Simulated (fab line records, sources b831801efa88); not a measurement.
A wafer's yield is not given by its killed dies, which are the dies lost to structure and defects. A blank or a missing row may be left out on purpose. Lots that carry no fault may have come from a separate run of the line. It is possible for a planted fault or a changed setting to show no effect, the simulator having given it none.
The tool behind it: which one? :: flow sky130 :: 24 lots with 72 wafers sampled at 6 steps, on a route of 708 steps

WHAT EACH GAUGE READ, for each wafer
SKY_SONOS_TUNNEL_CD_MEAS_07: target cd 410 nm. Usual: cdNm reads 409.3 nm (standard deviation 2.4).
lot: L074
measured: day 11 13:46
on: cdSem-01
cdNm (nm): 410.7 409.3 410.5
flag: 

lot: L075
measured: day 12 00:17
on: cdSem-01
cdNm (nm): 411.8 409.4 408.3
flag: 

lot: L076
measured: day 12 08:31
on: cdSem-02
cdNm (nm): 410.5 409.1 410.2
flag: 

lot: L077
measured: day 12 16:08
on: cdSem-01
cdNm (nm): 405.1 409.0 405.4
flag: 

lot: L078
measured: day 12 21:10
on: cdSem-01
cdNm (nm): 409.6 408.8 409.0
flag: 

lot: L079
measured: day 13 03:13
on: cdSem-01
cdNm (nm): 406.8 406.4 405.1
flag: 

lot: L080
measured: day 13 11:44
on: cdSem-01
cdNm (nm): 406.0 403.7 407.6
flag: 

lot: L081
measured: day 13 17:26
on: cdSem-01
cdNm (nm): 407.1 407.5 406.1
flag: 

lot: L082
measured: day 14 12:10
on: cdSem-01
cdNm (nm): 411.3 410.2 409.8
flag: 

lot: L083
measured: day 14 15:49
on: cdSem-02
cdNm (nm): 409.1 407.8 406.8
flag: 

lot: L084
measured: day 15 00:52
on: cdSem-02
cdNm (nm): 406.2 406.2 404.9
flag: 

lot: L085
measured: day 15 05:43
on: cdSem-02
cdNm (nm): 408.2 409.2 407.8
flag: 

lot: L086
measured: day 15 14:19
on: cdSem-01
cdNm (nm): 407.6 407.9 408.1
flag: 

lot: L087
measured: day 15 23:54
on: cdSem-01
cdNm (nm): 412.1 411.1 411.4
flag: 

lot: L088
measured: day 16 07:34
on: cdSem-02
cdNm (nm): 413.7 416.2 412.4
flag: 

lot: L089
measured: day 16 13:14
on: cdSem-02
cdNm (nm): 410.4 410.7 412.8
flag: 

lot: L090
measured: day 16 20:36
on: cdSem-01
cdNm (nm): 407.6 407.9 406.8
flag: 

lot: L091
measured: day 17 01:45
on: cdSem-01
cdNm (nm): 408.4 407.3 407.8
flag: 

lot: L092
measured: day 17 13:31
on: cdSem-02
cdNm (nm): 410.1 409.6 410.5
flag: 

lot: L093
measured: day 18 01:57
on: cdSem-01
cdNm (nm): 411.7 412.6 411.2
flag: 

lot: L094
measured: day 18 06:42
on: cdSem-02
cdNm (nm): 407.4 409.4 410.8
flag: 

lot: L095
measured: day 18 20:25
on: cdSem-01
cdNm (nm): 407.3 408.3 409.3
flag: 

lot: L096
measured: day 19 04:16
on: cdSem-01
cdNm (nm): 414.2 411.2 413.8
flag: 

lot: L097
measured: day 19 10:17
on: cdSem-02
cdNm (nm): 412.0 410.4 412.1
flag: 

SKY_LI_CONTACT_THK_MEAS_23: measures by xrf. Usual: for LI_CONTACT_W_THK the level is 403 nm and the standard deviation is 6.7.
lot: L074
measured: day 29 07:50
on: filmMetro-01
LI_CONTACT_W_THK (nm): 401 404 394
flag: 

lot: L075
measured: day 29 19:09
on: filmMetro-01
LI_CONTACT_W_THK (nm): 396 399 399
flag: 

lot: L076
measured: day 30 13:17
on: filmMetro-03
LI_CONTACT_W_THK (nm): 404 409 407
flag: 

lot: L077
measured: day 30 18:50
on: filmMetro-01
LI_CONTACT_W_THK (nm): 393 394 388
flag: 

lot: L078
measured: day 30 22:17
on: filmMetro-04
LI_CONTACT_W_THK (nm): 408 406 408
flag: 

lot: L079
measured: day 31 05:58
on: filmMetro-04
LI_CONTACT_W_THK (nm): 396 398 395
flag: 

lot: L080
measured: day 31 15:06
on: filmMetro-03
LI_CONTACT_W_THK (nm): 412 407 410
flag: 

lot: L081
measured: day 31 18:05
on: filmMetro-01
LI_CONTACT_W_THK (nm): 399 394 389
flag: 

lot: L082
measured: day 32 16:26
on: filmMetro-04
LI_CONTACT_W_THK (nm): 403 414 409
flag: 

lot: L083
measured: day 32 15:42
on: filmMetro-01
LI_CONTACT_W_THK (nm): 393 399 398
flag: 

lot: L084
measured: day 32 23:49
on: filmMetro-03
LI_CONTACT_W_THK (nm): 408 405 404
flag: 

lot: L085
measured: day 33 08:27
on: filmMetro-04
LI_CONTACT_W_THK (nm): 413 414 411
flag: 

lot: L086
measured: day 34 02:46
on: filmMetro-01
LI_CONTACT_W_THK (nm): 387 397 389
flag: 

lot: L087
measured: day 34 04:52
on: filmMetro-04
LI_CONTACT_W_THK (nm): 416 418 411
flag: 

lot: L088
measured: day 34 06:06
on: filmMetro-01
LI_CONTACT_W_THK (nm): 394 405 393
flag: 

lot: L089
measured: day 34 08:17
on: filmMetro-01
LI_CONTACT_W_THK (nm): 397 407 403
flag: 

lot: L090
measured: day 34 21:58
on: filmMetro-04
LI_CONTACT_W_THK (nm): 402 409 414
flag: 

lot: L091
measured: day 34 23:01
on: filmMetro-04
LI_CONTACT_W_THK (nm): 406 409 397
flag: 

lot: L092
measured: day 35 03:04
on: filmMetro-04
LI_CONTACT_W_THK (nm): 405 403 397
flag: 

lot: L093
measured: day 35 18:32
on: filmMetro-04
LI_CONTACT_W_THK (nm): 406 403 406
flag: 

lot: L094
measured: day 36 01:04
on: filmMetro-04
LI_CONTACT_W_THK (nm): 403 410 405
flag: 

lot: L095
measured: day 36 13:18
on: filmMetro-01
LI_CONTACT_W_THK (nm): 396 398 399
flag: 

lot: L096
measured: day 36 19:03
on: filmMetro-04
LI_CONTACT_W_THK (nm): 414 404 407
flag: 

lot: L097
measured: day 36 21:47
on: filmMetro-01
LI_CONTACT_W_THK (nm): 401 398 404
flag: 

SKY_METAL5_RS_MEAS_05: the measuring method here is four-point-probe. Usual: for METAL5_ALCU_RS the level is 0.02666 ohm/sq and the standard deviation is 0.0003.
lot: L074
measured: day 43 03:33
on: filmMetro-03
METAL5_ALCU_RS (ohm/sq): 0.0274 0.02746 0.02724
flag: 

lot: L075
measured: day 43 11:47
on: filmMetro-02
METAL5_ALCU_RS (ohm/sq): 0.02664 0.02648 0.02626
flag: 

lot: L076
measured: day 44 02:25
on: filmMetro-01
METAL5_ALCU_RS (ohm/sq): 0.02652 0.02659 0.02651
flag: 

lot: L077
measured: day 44 08:07
on: filmMetro-03
METAL5_ALCU_RS (ohm/sq): 0.02659 0.02692 0.02673
flag: 

lot: L078
measured: day 44 08:40
on: filmMetro-02
METAL5_ALCU_RS (ohm/sq): 0.02626 0.02633 0.02648
flag: 

lot: L079
measured: day 44 14:35
on: filmMetro-02
METAL5_ALCU_RS (ohm/sq): 0.02665 0.02654 0.02662
flag: 

lot: L080
measured: day 44 23:28
on: filmMetro-03
METAL5_ALCU_RS (ohm/sq): 0.02612 0.02617 0.02633
flag: 

lot: L081
measured: day 45 02:06
on: filmMetro-02
METAL5_ALCU_RS (ohm/sq): 0.02644 0.02635 0.02655
flag: 

lot: L082
measured: day 45 21:38
on: filmMetro-03
METAL5_ALCU_RS (ohm/sq): 0.02612 0.02588 0.02612
flag: 

lot: L083
measured: day 45 16:29
on: filmMetro-02
METAL5_ALCU_RS (ohm/sq): 0.0269 0.02664 0.02703
flag: 

lot: L084
measured: day 46 04:06
on: filmMetro-03
METAL5_ALCU_RS (ohm/sq): 0.02695 0.02673 0.02693
flag: 

lot: L085
measured: day 46 08:24
on: filmMetro-03
METAL5_ALCU_RS (ohm/sq): 0.02716 0.02707 0.02703
flag: 

lot: L086
measured: day 47 00:11
on: filmMetro-01
METAL5_ALCU_RS (ohm/sq): 0.02667 0.0266 0.02658
flag: 

lot: L087
measured: day 47 00:36
on: filmMetro-03
METAL5_ALCU_RS (ohm/sq): 0.0267 0.02671 0.02665
flag: 

lot: L088
measured: day 47 01:28
on: filmMetro-01
METAL5_ALCU_RS (ohm/sq): 0.02631 0.02635 0.0264
flag: 

lot: L089
measured: day 47 06:38
on: filmMetro-03
METAL5_ALCU_RS (ohm/sq): 0.0265 0.02654 0.02654
flag: 

lot: L090
measured: day 47 15:06
on: filmMetro-02
METAL5_ALCU_RS (ohm/sq): 0.02667 0.02655 0.02669
flag: 

lot: L091
measured: day 47 16:29
on: filmMetro-01
METAL5_ALCU_RS (ohm/sq): 0.0267 0.02708 0.02666
flag: 

lot: L092
measured: day 47 19:17
on: filmMetro-03
METAL5_ALCU_RS (ohm/sq): 0.02711 0.02709 0.02704
flag: 

lot: L093
measured: day 48 05:07
on: filmMetro-02
METAL5_ALCU_RS (ohm/sq): 0.02653 0.02636 0.02667
flag: 

lot: L094
measured: day 48 08:59
on: filmMetro-02
METAL5_ALCU_RS (ohm/sq): 0.02695 0.02692 0.02677
flag: 

lot: L095
measured: day 48 18:11
on: filmMetro-02
METAL5_ALCU_RS (ohm/sq): 0.02683 0.02656 0.02652
flag: 

lot: L096
measured: day 48 23:50
on: filmMetro-03
METAL5_ALCU_RS (ohm/sq): 0.02693 0.02728 0.02707
flag: 

lot: L097
measured: day 49 01:11
on: filmMetro-01
METAL5_ALCU_RS (ohm/sq): 0.02691 0.0267 0.02682
flag: 

SKY_PAD_OPEN_BOW_MEAS_13. Usual: for PAD_OPEN_BOW the level is 47 um and the standard deviation is 9.
lot: L074
measured: day 46 02:03
on: filmMetro-02
PAD_OPEN_BOW (um): 35 49 58
flag: 

lot: L075
measured: day 46 09:04
on: filmMetro-02
PAD_OPEN_BOW (um): 61 56 59
flag: 

lot: L076
measured: day 46 22:52
on: filmMetro-03
PAD_OPEN_BOW (um): 63 62 60
flag: 

lot: L077
measured: day 47 04:32
on: filmMetro-02
PAD_OPEN_BOW (um): 47 51 53
flag: 

lot: L078
measured: day 47 05:14
on: filmMetro-03
PAD_OPEN_BOW (um): 50 42 51
flag: 

lot: L079
measured: day 47 10:34
on: filmMetro-02
PAD_OPEN_BOW (um): 53 58 41
flag: 

lot: L080
measured: day 47 16:40
on: filmMetro-03
PAD_OPEN_BOW (um): 42 49 45
flag: 

lot: L081
measured: day 47 20:25
on: filmMetro-03
PAD_OPEN_BOW (um): 46 48 60
flag: 

lot: L082
measured: day 48 13:11
on: filmMetro-04
PAD_OPEN_BOW (um): 53 41 46
flag: 

lot: L083
measured: day 48 08:49
on: filmMetro-04
PAD_OPEN_BOW (um): 63 59 51
flag: 

lot: L084
measured: day 48 19:38
on: filmMetro-04
PAD_OPEN_BOW (um): 50 41 44
flag: 

lot: L085
measured: day 48 22:44
on: filmMetro-02
PAD_OPEN_BOW (um): 46 45 56
flag: 

lot: L086
measured: day 49 12:41
on: filmMetro-02
PAD_OPEN_BOW (um): 31 48 33
flag: 

lot: L087
measured: day 49 13:23
on: filmMetro-03
PAD_OPEN_BOW (um): 41 38 32
flag: 

lot: L088
measured: day 49 14:09
on: filmMetro-04
PAD_OPEN_BOW (um): 46 41 39
flag: 

lot: L089
measured: day 49 19:20
on: filmMetro-02
PAD_OPEN_BOW (um): 36 32 38
flag: 

lot: L090
measured: day 50 02:20
on: filmMetro-03
PAD_OPEN_BOW (um): 50 31 49
flag: 

lot: L091
measured: day 50 03:48
on: filmMetro-03
PAD_OPEN_BOW (um): 57 52 45
flag: 

lot: L092
measured: day 50 05:49
on: filmMetro-02
PAD_OPEN_BOW (um): 25 38 36
flag: 

lot: L093
measured: day 50 13:42
on: filmMetro-04
PAD_OPEN_BOW (um): 64 55 35
flag: 

lot: L094
measured: day 50 17:00
on: filmMetro-03
PAD_OPEN_BOW (um): 49 52 50
flag: 

lot: L095
measured: day 51 01:34
on: filmMetro-03
PAD_OPEN_BOW (um): 38 41 41
flag: 

lot: L096
measured: day 51 05:40
on: filmMetro-03
PAD_OPEN_BOW (um): 45 52 54
flag: 

lot: L097
measured: day 51 06:07
on: filmMetro-03
PAD_OPEN_BOW (um): 47 41 43
flag: 

WHICH TOOL RAN EACH LOT (tool, then ch and the chambers of the sampled wafers, then the start)
lot: L074
SKY_METAL1_SOFTBAKE_11: lithoTrack-02 ch 0, day 32 23:25 or earlier
SKY_METAL1_STRIP_20: plasmaAsher-01 ch 0,1, day 32 23:25

lot: L075
SKY_METAL1_SOFTBAKE_11: lithoTrack-02 ch 0, day 33 10:25 or earlier
SKY_METAL1_STRIP_20: plasmaAsher-04 ch 0,1, day 33 10:25

lot: L076
SKY_METAL1_SOFTBAKE_11: lithoTrack-02 ch 0, day 34 03:04 or earlier
SKY_METAL1_STRIP_20: plasmaAsher-03 ch 0,1, day 34 03:04

lot: L077
SKY_METAL1_SOFTBAKE_11: lithoTrack-02 ch 0, day 34 09:04 or earlier
SKY_METAL1_STRIP_20: plasmaAsher-03 ch 0,1, day 34 09:04

lot: L078
SKY_METAL1_SOFTBAKE_11: lithoTrack-03 ch 0, day 34 11:43 or earlier
SKY_METAL1_STRIP_20: plasmaAsher-01 ch 0,1, day 34 11:43

lot: L079
SKY_METAL1_SOFTBAKE_11: lithoTrack-04 ch 0, day 34 18:23 or earlier
SKY_METAL1_STRIP_20: plasmaAsher-01 ch 0,1, day 34 18:23

lot: L080
SKY_METAL1_SOFTBAKE_11: lithoTrack-02 ch 0, day 35 05:01 or earlier
SKY_METAL1_STRIP_20: plasmaAsher-01 ch 0,1, day 35 05:01

lot: L081
SKY_METAL1_SOFTBAKE_11: lithoTrack-04 ch 0, day 35 07:46 or earlier
SKY_METAL1_STRIP_20: plasmaAsher-03 ch 0,1, day 35 07:46

lot: L082
SKY_METAL1_SOFTBAKE_11: lithoTrack-02 ch 0, day 36 05:07 or earlier
SKY_METAL1_STRIP_20: plasmaAsher-03 ch 0,1, day 36 05:07

lot: L083
SKY_METAL1_SOFTBAKE_11: lithoTrack-04 ch 0, day 36 04:37 or earlier
SKY_METAL1_STRIP_20: plasmaAsher-04 ch 0,1, day 36 04:37

lot: L084
SKY_METAL1_SOFTBAKE_11: lithoTrack-03 ch 0, day 36 12:45 or earlier
SKY_METAL1_STRIP_20: plasmaAsher-01 ch 0,1, day 36 12:45

lot: L085
SKY_METAL1_SOFTBAKE_11: lithoTrack-03 ch 0, day 36 19:28 or earlier
SKY_METAL1_STRIP_20: plasmaAsher-01 ch 0,1, day 36 19:28

lot: L086
SKY_METAL1_SOFTBAKE_11: lithoTrack-04 ch 0, day 37 14:21 or earlier
SKY_METAL1_STRIP_20: plasmaAsher-01 ch 0,1, day 37 14:21

lot: L087
SKY_METAL1_SOFTBAKE_11: lithoTrack-03 ch 0, day 37 16:25 or earlier
SKY_METAL1_STRIP_20: plasmaAsher-01 ch 0,1, day 37 16:25

lot: L088
SKY_METAL1_SOFTBAKE_11: lithoTrack-04 ch 0, day 37 17:49 or earlier
SKY_METAL1_STRIP_20: plasmaAsher-01 ch 0,1, day 37 17:49

lot: L089
SKY_METAL1_SOFTBAKE_11: lithoTrack-03 ch 0, day 37 20:31 or earlier
SKY_METAL1_STRIP_20: plasmaAsher-04 ch 0,1, day 37 20:31

lot: L090
SKY_METAL1_SOFTBAKE_11: lithoTrack-02 ch 0, day 38 09:30 or earlier
SKY_METAL1_STRIP_20: plasmaAsher-01 ch 0,1, day 38 09:30

lot: L091
SKY_METAL1_SOFTBAKE_11: lithoTrack-04 ch 0, day 38 11:07 or earlier
SKY_METAL1_STRIP_20: plasmaAsher-03 ch 0,1, day 38 11:07

lot: L092
SKY_METAL1_SOFTBAKE_11: lithoTrack-04 ch 0, day 38 13:44 or earlier
SKY_METAL1_STRIP_20: plasmaAsher-03 ch 0,1, day 38 13:44

lot: L093
SKY_METAL1_SOFTBAKE_11: lithoTrack-04 ch 0, day 39 03:37 or earlier
SKY_METAL1_STRIP_20: plasmaAsher-04 ch 0,1, day 39 03:37

lot: L094
SKY_METAL1_SOFTBAKE_11: lithoTrack-02 ch 0, day 39 09:46 or earlier
SKY_METAL1_STRIP_20: plasmaAsher-03 ch 0,1, day 39 09:46

lot: L095
SKY_METAL1_SOFTBAKE_11: lithoTrack-02 ch 0, day 39 22:31 or earlier
SKY_METAL1_STRIP_20: plasmaAsher-01 ch 0, day 39 22:31

lot: L096
SKY_METAL1_SOFTBAKE_11: lithoTrack-03 ch 0, day 40 03:57 or earlier
SKY_METAL1_STRIP_20: plasmaAsher-01 ch 0,1, day 40 03:57

lot: L097
SKY_METAL1_SOFTBAKE_11: lithoTrack-03 ch 0, day 40 07:10 or earlier
SKY_METAL1_STRIP_20: plasmaAsher-04 ch 0,1, day 40 07:10
- SKY_METAL1_SOFTBAKE_11: time 93.86 s.
- SKY_METAL1_STRIP_20: strips in O2/N2.

AS READ BY THE TOOLS THEMSELVES (means over the sampled wafers that have a number; for cases with no such wafer, the mark the record gives instead)
SKY_METAL1_SOFTBAKE_11. Usual: chillPlateTempC 23.01 C, standard deviation 0.1; heaterPowerTotalW 57.40 W, standard deviation 0.14; plateSensorTCentreC 100.88 C, standard deviation 0.011; plateSensorTEdgeC 100.95 C, standard deviation 0.01; softbakeTempC 99.97 C, standard deviation 0.12.
lot: L074
tool: lithoTrack-02
chillPlateTempC (C): 23.11
heaterPowerTotalW (W): 57.47
plateSensorTCentreC (C): 100.87
plateSensorTEdgeC (C): 100.95
softbakeTempC (C): 100.02
flag: 

lot: L075
tool: lithoTrack-02
chillPlateTempC (C): 23.04
heaterPowerTotalW (W): 57.24
plateSensorTCentreC (C): 100.88
plateSensorTEdgeC (C): 100.96
softbakeTempC (C): 99.96
flag: 

lot: L076
tool: lithoTrack-02
chillPlateTempC (C): 23.05
heaterPowerTotalW (W): 57.41
plateSensorTCentreC (C): 100.87
plateSensorTEdgeC (C): 100.96
softbakeTempC (C): 99.84
flag: 

lot: L077
tool: lithoTrack-02
chillPlateTempC (C): 22.92
heaterPowerTotalW (W): 57.41
plateSensorTCentreC (C): 100.88
plateSensorTEdgeC (C): 100.94
softbakeTempC (C): 99.86
flag: 

lot: L078
tool: lithoTrack-03
chillPlateTempC (C): 22.96
heaterPowerTotalW (W): 57.41
plateSensorTCentreC (C): 100.88
plateSensorTEdgeC (C): 100.95
softbakeTempC (C): 100.18
flag: 

lot: L079
tool: lithoTrack-04
chillPlateTempC (C): 23.06
heaterPowerTotalW (W): 57.42
plateSensorTCentreC (C): 100.88
plateSensorTEdgeC (C): 100.95
softbakeTempC (C): 100.04
flag: 

lot: L080
tool: lithoTrack-02
chillPlateTempC (C): 22.96
heaterPowerTotalW (W): 57.20
plateSensorTCentreC (C): 100.89
plateSensorTEdgeC (C): 100.95
softbakeTempC (C): 100.06
flag: 

lot: L081
tool: lithoTrack-04
chillPlateTempC (C): 23.03
heaterPowerTotalW (W): 57.33
plateSensorTCentreC (C): 100.87
plateSensorTEdgeC (C): 100.95
softbakeTempC (C): 100.04
flag: 

lot: L082
tool: lithoTrack-02
chillPlateTempC (C): 22.91
heaterPowerTotalW (W): 57.39
plateSensorTCentreC (C): 100.89
plateSensorTEdgeC (C): 100.95
softbakeTempC (C): 100.02
flag: 

lot: L083
tool: lithoTrack-04
chillPlateTempC (C): 22.98
heaterPowerTotalW (W): 57.36
plateSensorTCentreC (C): 100.89
plateSensorTEdgeC (C): 100.95
softbakeTempC (C): 99.92
flag: 

lot: L084
tool: lithoTrack-03
chillPlateTempC (C): 23.05
heaterPowerTotalW (W): 57.33
plateSensorTCentreC (C): 100.88
plateSensorTEdgeC (C): 100.96
softbakeTempC (C): 100.13
flag: 

lot: L085
tool: lithoTrack-03
chillPlateTempC (C): 22.98
heaterPowerTotalW (W): 57.43
plateSensorTCentreC (C): 100.88
plateSensorTEdgeC (C): 100.96
softbakeTempC (C): 100.12
flag: 

lot: L086
tool: lithoTrack-04
chillPlateTempC (C): 23.04
heaterPowerTotalW (W): 57.45
plateSensorTCentreC (C): 100.87
plateSensorTEdgeC (C): 100.96
softbakeTempC (C): 99.86
flag: 

lot: L087
tool: lithoTrack-03
chillPlateTempC (C): 22.98
heaterPowerTotalW (W): 57.42
plateSensorTCentreC (C): 100.89
plateSensorTEdgeC (C): 100.95
softbakeTempC (C): 99.95
flag: 

lot: L088
tool: lithoTrack-04
chillPlateTempC (C): 23.08
heaterPowerTotalW (W): 57.51
plateSensorTCentreC (C): 100.87
plateSensorTEdgeC (C): 100.95
softbakeTempC (C): 99.88
flag: 

lot: L089
tool: lithoTrack-03
chillPlateTempC (C): 22.98
heaterPowerTotalW (W): 57.31
plateSensorTCentreC (C): 100.88
plateSensorTEdgeC (C): 100.95
softbakeTempC (C): 99.96
flag: 

lot: L090
tool: lithoTrack-02
chillPlateTempC (C): 23.02
heaterPowerTotalW (W): 57.30
plateSensorTCentreC (C): 100.88
plateSensorTEdgeC (C): 100.95
softbakeTempC (C): 99.89
flag: 

lot: L091
tool: lithoTrack-04
chillPlateTempC (C): 22.89
heaterPowerTotalW (W): 57.51
plateSensorTCentreC (C): 100.88
plateSensorTEdgeC (C): 100.96
softbakeTempC (C): 99.97
flag: 

lot: L092
tool: lithoTrack-04
chillPlateTempC (C): 23.17
heaterPowerTotalW (W): 57.45
plateSensorTCentreC (C): 100.86
plateSensorTEdgeC (C): 100.96
softbakeTempC (C): 99.93
flag: 

lot: L093
tool: lithoTrack-04
chillPlateTempC (C): 22.98
heaterPowerTotalW (W): 57.39
plateSensorTCentreC (C): 100.89
plateSensorTEdgeC (C): 100.95
softbakeTempC (C): 100.03
flag: 

lot: L094
tool: lithoTrack-02
chillPlateTempC (C): 23.11
heaterPowerTotalW (W): 57.46
plateSensorTCentreC (C): 100.87
plateSensorTEdgeC (C): 100.95
softbakeTempC (C): 99.96
flag: 

lot: L095
tool: lithoTrack-02
chillPlateTempC (C): 23.10
heaterPowerTotalW (W): 57.27
plateSensorTCentreC (C): 100.88
plateSensorTEdgeC (C): 100.95
softbakeTempC (C): 99.87
flag: 

lot: L096
tool: lithoTrack-03
chillPlateTempC (C): 22.88
heaterPowerTotalW (W): 57.29
plateSensorTCentreC (C): 100.88
plateSensorTEdgeC (C): 100.96
softbakeTempC (C): 99.97
flag: 

lot: L097
tool: lithoTrack-03
chillPlateTempC (C): 23.07
heaterPowerTotalW (W): 57.35
plateSensorTCentreC (C): 100.89
plateSensorTEdgeC (C): 100.96
softbakeTempC (C): 99.89
flag: 

SKY_METAL1_STRIP_20. Usual: drypumpMotorCurrentA 5.8 A, standard deviation 0.42; o2FlowSccm 3001 sccm, standard deviation 8.1; oesProductAu 0.343 a.u., standard deviation 0.0049; stripTimeToEndpointS 2.70 s, standard deviation 0.036.
lot: L074
tool: plasmaAsher-01
drypumpMotorCurrentA (A): 5.6
o2FlowSccm (sccm): 3004
oesProductAu (a.u.): 0.344
stripTimeToEndpointS (s): 2.73
flag: 

lot: L075
tool: plasmaAsher-04
drypumpMotorCurrentA (A): 5.7
o2FlowSccm (sccm): 3000
oesProductAu (a.u.): 0.348
stripTimeToEndpointS (s): 2.76
flag: 

lot: L076
tool: plasmaAsher-03
drypumpMotorCurrentA (A): 6.1
o2FlowSccm (sccm): 3005
oesProductAu (a.u.): 0.348
stripTimeToEndpointS (s): 2.76
flag: 

lot: L077
tool: plasmaAsher-03
drypumpMotorCurrentA (A): 6.4
o2FlowSccm (sccm): 3010
oesProductAu (a.u.): 0.344
stripTimeToEndpointS (s): 2.72
flag: 

lot: L078
tool: plasmaAsher-01
drypumpMotorCurrentA (A): 5.6
o2FlowSccm (sccm): 2991
oesProductAu (a.u.): 0.342
stripTimeToEndpointS (s): 2.67
flag: 

lot: L079
tool: plasmaAsher-01
drypumpMotorCurrentA (A): 5.7
o2FlowSccm (sccm): 3005
oesProductAu (a.u.): 0.341
stripTimeToEndpointS (s): 2.67
flag: 

lot: L080
tool: plasmaAsher-01
drypumpMotorCurrentA (A): 5.6
o2FlowSccm (sccm): 3005
oesProductAu (a.u.): 0.342
stripTimeToEndpointS (s): 2.67
flag: 

lot: L081
tool: plasmaAsher-03
drypumpMotorCurrentA (A): 6.4
o2FlowSccm (sccm): 3000
oesProductAu (a.u.): 0.348
stripTimeToEndpointS (s): 2.68
flag: 

lot: L082
tool: plasmaAsher-03
drypumpMotorCurrentA (A): 6.4
o2FlowSccm (sccm): 3010
oesProductAu (a.u.): 0.344
stripTimeToEndpointS (s): 2.72
flag: 

lot: L083
tool: plasmaAsher-04
drypumpMotorCurrentA (A): 5.7
o2FlowSccm (sccm): 2997
oesProductAu (a.u.): 0.342
stripTimeToEndpointS (s): 2.71
flag: 

lot: L084
tool: plasmaAsher-01
drypumpMotorCurrentA (A): 5.7
o2FlowSccm (sccm): 3000
oesProductAu (a.u.): 0.346
stripTimeToEndpointS (s): 2.69
flag: 

lot: L085
tool: plasmaAsher-01
drypumpMotorCurrentA (A): 5.6
o2FlowSccm (sccm): 3002
oesProductAu (a.u.): 0.342
stripTimeToEndpointS (s): 2.72
flag: 

lot: L086
tool: plasmaAsher-01
drypumpMotorCurrentA (A): 5.7
o2FlowSccm (sccm): 3001
oesProductAu (a.u.): 0.339
stripTimeToEndpointS (s): 2.68
flag: 

lot: L087
tool: plasmaAsher-01
drypumpMotorCurrentA (A): 5.6
o2FlowSccm (sccm): 3001
oesProductAu (a.u.): 0.342
stripTimeToEndpointS (s): 2.68
flag: 

lot: L088
tool: plasmaAsher-01
drypumpMotorCurrentA (A): 5.6
o2FlowSccm (sccm): 3001
oesProductAu (a.u.): 0.336
stripTimeToEndpointS (s): 2.70
flag: 

lot: L089
tool: plasmaAsher-04
drypumpMotorCurrentA (A): 5.7
o2FlowSccm (sccm): 3002
oesProductAu (a.u.): 0.344
stripTimeToEndpointS (s): 2.66
flag: 

lot: L090
tool: plasmaAsher-01
drypumpMotorCurrentA (A): 5.6
o2FlowSccm (sccm): 2998
oesProductAu (a.u.): 0.343
stripTimeToEndpointS (s): 2.70
flag: 

lot: L091
tool: plasmaAsher-03
drypumpMotorCurrentA (A): 6.4
o2FlowSccm (sccm): 2994
oesProductAu (a.u.): 0.344
stripTimeToEndpointS (s): 2.67
flag: 

lot: L092
tool: plasmaAsher-03
drypumpMotorCurrentA (A): 6.4
o2FlowSccm (sccm): 2992
oesProductAu (a.u.): 0.341
stripTimeToEndpointS (s): 2.66
flag: 

lot: L093
tool: plasmaAsher-04
drypumpMotorCurrentA (A): 5.5
o2FlowSccm (sccm): 2995
oesProductAu (a.u.): 0.347
stripTimeToEndpointS (s): 2.74
flag: 

lot: L094
tool: plasmaAsher-03
drypumpMotorCurrentA (A): 6.1
o2FlowSccm (sccm): 2999
oesProductAu (a.u.): 0.344
stripTimeToEndpointS (s): 2.73
flag: 

lot: L095
tool: plasmaAsher-01
drypumpMotorCurrentA (A): 5.5
o2FlowSccm (sccm): 3000
oesProductAu (a.u.): 0.343
stripTimeToEndpointS (s): 2.70
flag: 

lot: L096
tool: plasmaAsher-01
drypumpMotorCurrentA (A): 5.6
o2FlowSccm (sccm): 2995
oesProductAu (a.u.): 0.349
stripTimeToEndpointS (s): 2.76
flag: 

lot: L097
tool: plasmaAsher-04
drypumpMotorCurrentA (A): 5.7
o2FlowSccm (sccm): 2998
oesProductAu (a.u.): 0.341
stripTimeToEndpointS (s): 2.69
flag: 

THE ANSWER, worked out from the rows above alone
Rule: lot off if the mean of its wafers having a number is beyond 3 standard deviations from the usual mean. A lot without any number at a reading at which 4 lots or more have one is off too. Where the step has rows for the other lots, those lots are counted as sound. First the gauges in route order, then the tools' own readings, where a lot's mean is used as printed above. At the first step where some lot is off, the reading lying furthest off is the one used; lots without a number count as furthest.
No lot is off on any of the readings shown, so nothing can be concluded from this.

WHAT THE SIMULATOR HAD INSERTED
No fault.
